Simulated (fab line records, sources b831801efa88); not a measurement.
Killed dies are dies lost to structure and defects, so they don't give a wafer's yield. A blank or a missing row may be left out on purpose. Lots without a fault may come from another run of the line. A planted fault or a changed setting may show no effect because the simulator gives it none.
One fault seen from 2 desks | flow gf180mcu | each desk has only its own numbers; what lay behind them comes last

THE TOOL OWNER'S DESK: cvd_w-01
The tool's own readings at GF_V3_CVD_23 (deposits W, target thk 350 nm, time 104.9 s): means of the sampled wafers that have a number, for each lot that ran on this tool. A lot is out of limits, marked OUT, if its mean lies more than 4 standard deviations from the usual mean; the brackets give that distance.
Columns: A = heater_power_outer_w at GF_V3_CVD_23, usual 516 W; B = heater_power_w at GF_V3_CVD_23, usual 827 W; C = susceptor_temp_C at GF_V3_CVD_23, usual 399.98 C
lot  | first seen here | A   | B   | C
L906 | day 22 13:26    | 509 | 807 | 399.98
L908 | day 23 12:22    | 523 | 822 | 399.84
L910 | day 24 09:46    | 506 | 817 | 399.96
L912 | day 24 16:49    | 517 | 810 | 399.70
L913 | day 25 00:44    | 529 | 820 | 399.78
L914 | day 25 12:07    | 521 | 815 | 400.16
L916 | day 26 01:40    | 525 | 826 | 399.97
L920 | day 27 02:37    | 534 | 836 | 405.27 (+23) OUT
L923 | day 28 02:25    | 544 | 868 | 408.05 (+35) OUT
This desk's finding: out of limits on L920, L923; first on L920, day 27 02:37 (susceptor_temp_C at GF_V3_CVD_23). In limits: L906, L908, L910, L912, L913, L914, L916.

THE METROLOGY DESK
What the gauges read, lot by lot, whatever tool the lot ran on: means of the sampled wafers that have a number. A lot is out of limits, marked OUT, if its mean lies more than 4 standard deviations from the usual mean; the brackets give that distance.
Columns: A = M3_OVL at GF_M3_OVL_MEAS_15, usual 4 nm; B = V3_W_RS at GF_V3_RS_MEAS_24, usual 0.333 ohm/sq; C = V3_W_THK at GF_V3_THK_MEAS_25, usual 356 nm; D = M4_ALCU_RS at GF_M4_RS_MEAS_05, usual 0.0698 ohm/sq
lot  | first seen here | A  | B               | C              | D
L906 | day 21 10:49    | 1  | 0.332           | 352            | 0.0690
L908 | day 22 10:04    | 9  | 0.331           | 366            | 0.0706
L909 | day 22 17:25    | 8  | 0.333           | 355            | 0.0701
L910 | day 23 08:26    | -1 | 0.335           | 352            | 0.0703
L912 | day 23 16:14    | 3  | 0.333           | 353            | 0.0699
L913 | day 24 00:50    | 2  | 0.335           | 350            | 0.0695
L914 | day 24 12:13    | 2  | 0.333           | 359            | 0.0711
L916 | day 25 02:51    | -1 | 0.335           | 350            | 0.0708
L920 | day 26 04:09    | 4  | 0.299 (-10) OUT | 400 (+9.1) OUT | 0.0701
L923 | day 27 04:43    | 4  | 0.285 (-15) OUT | 416 (+13) OUT  | 0.0692
L926 | day 27 23:14    | 6  | 0.334           | 354            | 0.0712
This desk's finding: out of limits on L920, L923; first on L920, day 27 02:46 (V3_W_RS at GF_V3_RS_MEAS_24). In limits: L906, L908, L909, L910, L912, L913, L914, L916, L926.

PUT TOGETHER
The tool owner's desk could have raised an alarm at day 27 02:37, on L920, L923.
The metrology desk could have raised an alarm at day 27 02:46, on L920, L923.
Of the lots named, all ran GF_V3_CVD_23 on cvd_w-01.

WHAT THE SIMULATOR HAD PUT IN
Process parameter drift: cvd_w-01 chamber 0, from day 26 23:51 on, at GF_V3_CVD_23. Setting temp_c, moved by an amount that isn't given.
Lots struck among those shown: L920, L923.
Hours from the fault's start to each desk's first reading out of limits: the tool owner's desk, 3; the metrology desk, 3.
